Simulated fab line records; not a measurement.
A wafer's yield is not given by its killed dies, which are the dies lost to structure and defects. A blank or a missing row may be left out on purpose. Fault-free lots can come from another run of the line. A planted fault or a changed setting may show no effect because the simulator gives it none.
Which tool was responsible? | flow gf180mcu | Sampling: 12 lots, 36 wafers, 6 of 602 route steps

== WHAT THE GAUGES READ, wafer by wafer ==
GF_HV_LDD_TW_MEAS_11.
lot  | measured     | on            | HV_LDD_TW
L392 | day 10 03:25 | film_metro-04 | 2442 2450 2440
L393 | day 10 07:49 | film_metro-03 | 2416 2424 2436
L394 | day 10 20:38 | film_metro-02 | 2428 2405 2416
L397 | day 11 14:47 | film_metro-02 | 2422 2412 2432
L398 | day 12 02:17 | film_metro-03 | 2406 2418 2419
L403 | day 13 15:10 | film_metro-04 | 2419 2423 2426
L405 | day 14 03:34 | film_metro-02 | 2424 2434 2424
L411 | day 15 23:59 | film_metro-03 | 2344 2309 2330
L412 | day 16 09:16 | film_metro-03 | 2394 2409 2395
L413 | day 16 18:25 | film_metro-04 | 2447 2434 2442
L414 | day 16 23:01 | film_metro-04 | 2362 2365 2364
L415 | day 17 02:57 | film_metro-02 | 2435 2434 2426

GF_HV_LDD_RS_MEAS_53: a four-point-probe measurement.
lot  | measured     | on            | HV_LDD_RS (ohm/sq)
L392 | day 12 12:41 | film_metro-02 | 417.5 417.0 417.3
L393 | day 12 16:55 | film_metro-03 | 417.6 417.4 416.8
L394 | day 13 08:09 | film_metro-04 | 417.7 418.3 416.9
L397 | day 14 04:05 | film_metro-04 | 416.8 416.9 417.1
L398 | day 14 16:04 | film_metro-03 | 417.0 416.1 416.5
L403 | day 16 07:02 | film_metro-04 | 417.3 416.8 417.6
L405 | day 16 22:17 | film_metro-04 | 418.0 419.0 417.8
L411 | day 18 22:22 | film_metro-03 | 438.2 438.2 438.8
L412 | day 19 07:44 | film_metro-04 | 417.8 417.6 418.8
L413 | day 19 19:46 | film_metro-02 | 418.2 417.4 418.0
L414 | day 19 23:07 | film_metro-03 | 439.5 439.4 439.6
L415 | day 20 04:17 | film_metro-03 | 416.5 417.5 416.8

GF_V3_THK_MEAS_01.
lot  | measured     | on            | V3_CVD_00_THK (nm)
L392 | day 21 12:59 | film_metro-03 | 604 598 604
L393 | day 21 20:03 | film_metro-02 | 608 615 609
L394 | day 22 13:59 | film_metro-03 | 622 608 613
L397 | day 23 08:37 | film_metro-03 | 613 595 605
L398 | day 23 22:46 | film_metro-03 | 585 595 586
L403 | day 25 16:44 | film_metro-01 | 600 603 594
L405 | day 26 04:37 | film_metro-03 | 592 595 609
L411 | day 27 23:38 | film_metro-02 | 597 591 597
L412 | day 28 05:56 | film_metro-03 | 605 608 617
L413 | day 28 16:29 | film_metro-03 | 619 613 605
L414 | day 28 17:44 | film_metro-02 | 599 599 591
L415 | day 28 22:11 | film_metro-02 | 598 589 604

== WHAT TOOL EACH LOT RAN ON (gives the tool, then ch and the chambers of the sampled wafers, and finally the start) ==
lot  | GF_HV_LDD_IMPLANT_09            | GF_V2_CMP_04                  | GF_M3_STRIP_17
L392 | implanter-02 ch 0, day 10 03:10 | cmp-01 ch 0,1,3, day 19 09:00 | plasma_asher-01 ch 0,1, day 21 12:22
L393 | implanter-02 ch 0, day 10 07:34 | cmp-02 ch 0,1,3, day 19 16:31 | plasma_asher-03 ch 0,1, day 21 19:27
L394 | implanter-01 ch 0, day 10 20:23 | cmp-02 ch 0,1,3, day 20 10:29 | plasma_asher-01 ch 0,1, day 22 12:59
L397 | implanter-01 ch 0, day 11 14:32 | cmp-01 ch 0,1,2, day 21 06:43 | plasma_asher-03 ch 0,1, day 23 08:00
L398 | implanter-03 ch 0, day 12 02:02 | cmp-01 ch 0,1, day 21 22:40   | plasma_asher-03 ch 0,1, day 23 22:10
L403 | implanter-01 ch 0, day 13 14:56 | cmp-01 ch 0,1, day 23 15:31   | plasma_asher-01 ch 0,1, day 25 16:07
L405 | implanter-02 ch 0, day 14 03:19 | cmp-01 ch 1,2,3, day 24 07:25 | plasma_asher-03 ch 0,1, day 26 03:58
L411 | implanter-01 ch 0, day 15 23:44 | cmp-02 ch 0,2,3, day 26 03:26 | plasma_asher-01 ch 0,1, day 27 23:01
L412 | implanter-03 ch 0, day 16 09:02 | cmp-01 ch 0,1,3, day 26 11:25 | plasma_asher-03 ch 0,1, day 28 05:17
L413 | implanter-02 ch 0, day 16 18:10 | cmp-02 ch 1,2, day 26 22:02   | plasma_asher-03 ch 0,1, day 28 15:53
L414 | implanter-01 ch 0, day 16 22:47 | cmp-02 ch 0,1, day 26 22:38   | plasma_asher-03 ch 0,1, day 28 17:09
L415 | implanter-02 ch 0, day 17 02:43 | cmp-01 ch 1,2, day 27 03:40   | plasma_asher-02 ch 0,1, day 28 21:34
- GF_HV_LDD_IMPLANT_09
- GF_V2_CMP_04: polishes SiO2.
- GF_M3_STRIP_17: strips in O2/N2.

== AS READ BY THE TOOLS THEMSELVES (means over the sampled wafers that have a number; for cases with no such wafer, the mark the record gives instead) ==
GF_HV_LDD_IMPLANT_09.
lot  | tool         | dose_ions_cm2 | faraday_current_uA
L392 | implanter-02 | 1.0006e+14    | 561
L393 | implanter-02 | 1.0009e+14    | 574
L394 | implanter-01 | 9.9943e+13    | 568
L397 | implanter-01 | 1.0006e+14    | 567
L398 | implanter-03 | 1.0003e+14    | 566
L403 | implanter-01 | 9.9910e+13    | 563
L405 | implanter-02 | 9.9987e+13    | 564
L411 | implanter-01 | 8.9210e+13    | 515
L412 | implanter-03 | 9.9880e+13    | 572
L413 | implanter-02 | 9.9910e+13    | 569
L414 | implanter-01 | 8.9340e+13    | 496
L415 | implanter-02 | 1.0008e+14    | 561

GF_V2_CMP_04.
lot  | tool   | motor_current_A (A) | slurry_filter_dp_kPa (kPa) | time_to_endpoint_s (s)
L392 | cmp-01 | 12.2                | 13.50                      | 80
L393 | cmp-02 | 11.7                | 13.41                      | 77
L394 | cmp-02 | 11.6                | 13.51                      | 82
L397 | cmp-01 | 12.5                | 13.51                      | 79
L398 | cmp-01 | 11.4                | 13.45                      | 84
L403 | cmp-01 | 12.4                | 13.40                      | 84
L405 | cmp-01 | 12.1                | 13.28                      | 86
L411 | cmp-02 | 10.9                | 13.46                      | 84
L412 | cmp-01 | 12.2                | 13.55                      | 84
L413 | cmp-02 | 11.8                | 13.65                      | 89
L414 | cmp-02 | 12.6                | 13.52                      | 89
L415 | cmp-01 | 11.8                | 13.48                      | 87

GF_M3_STRIP_17.
lot  | tool            | chamber_pressure_mTorr (mTorr) | drypump_motor_current_A (A) | heater_power_w (W) | oes_product_au (a.u.) | strip_time_to_endpoint_s (s)
L392 | plasma_asher-01 | 1499.9                         | 5.5                         | 346                | 0.538                 | 7.29
L393 | plasma_asher-03 | 1499.3                         | 5.9                         | 354                | 0.536                 | 7.36
L394 | plasma_asher-01 | 1499.8                         | 5.5                         | 348                | 0.535                 | 7.40
L397 | plasma_asher-03 | 1499.8                         | 5.9                         | 367                | 0.539                 | 7.38
L398 | plasma_asher-03 | 1500.3                         | 5.9                         | 363                | 0.528                 | 7.28
L403 | plasma_asher-01 | 1501.2                         | 5.5                         | 348                | 0.536                 | 7.39
L405 | plasma_asher-03 | 1501.5                         | 5.9                         | 367                | 0.540                 | 7.38
L411 | plasma_asher-01 | 1500.0                         | 5.3                         | 380                | 0.541                 | 7.43
L412 | plasma_asher-03 | 1498.8                         | 5.9                         | 357                | 0.538                 | 7.37
L413 | plasma_asher-03 | 1500.3                         | 5.7                         | 354                | 0.540                 | 7.41
L414 | plasma_asher-03 | 1501.2                         | 5.7                         | 358                | 0.534                 | 7.29
L415 | plasma_asher-02 | 1500.9                         | 5.6                         | 330                | 0.530                 | 7.26

== THE ANSWER, worked out from the rows above alone ==
Rule: usual is defined by the lots themselves. The widest of any qualifying gaps counts: lots, ordered by their means at a reading, are off when they make up no more than a third of the lots, leave a main group of 4 or more, and stand apart from it by 3 or more times the standard deviation of that group's means. The tables above print the reading to a certain number of digits; a main group whose means all agree to those digits is not used. A lot without any number at a reading at which 4 lots or more have one is off too. The other lots that the step has rows for count as sound. First the gauges in route order, then the tools' own readings, where a lot's mean is used as printed above. At the first step where some lot is off, the reading lying furthest off is the one used; lots without a number count as furthest.
Off: L411, L414, at GF_HV_LDD_RS_MEAS_53 (HV_LDD_RS). Main group: mean 417.4 ohm/sq, sd 0.52.
A tool fits if, at a process step before that reading, it ran every lot that is off, and no sound lot after the first of them. Not tried: the gauges at GF_HV_LDD_RS_MEAS_53; whatever is off there is also off at GF_HV_LDD_IMPLANT_09, on other tools, and gauge error can't account for it. One candidate fits, namely implanter-01 at GF_HV_LDD_IMPLANT_09. Its last sound lot is L403 (day 13 14:56), its first lot that is off L411 (day 15 23:44): a fault that began between those two fits.
The tool's own readings at GF_HV_LDD_IMPLANT_09 bear it out: on the lots that are off they differ by more than 5 times the standard deviation of the sound lots' means. dose_ions_cm2 reads 8.9275e+13 there against 9.9995e+13 on the sound lots; faraday_current_uA reads 506 there against 566 on the sound lots.

== WHAT THE SIMULATOR HAD PUT IN ==
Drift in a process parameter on implanter-01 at GF_HV_LDD_IMPLANT_09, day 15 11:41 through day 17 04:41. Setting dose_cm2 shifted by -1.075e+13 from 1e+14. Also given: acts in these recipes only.
Lots struck among those shown: L411, L414. The same result came from the rule above.
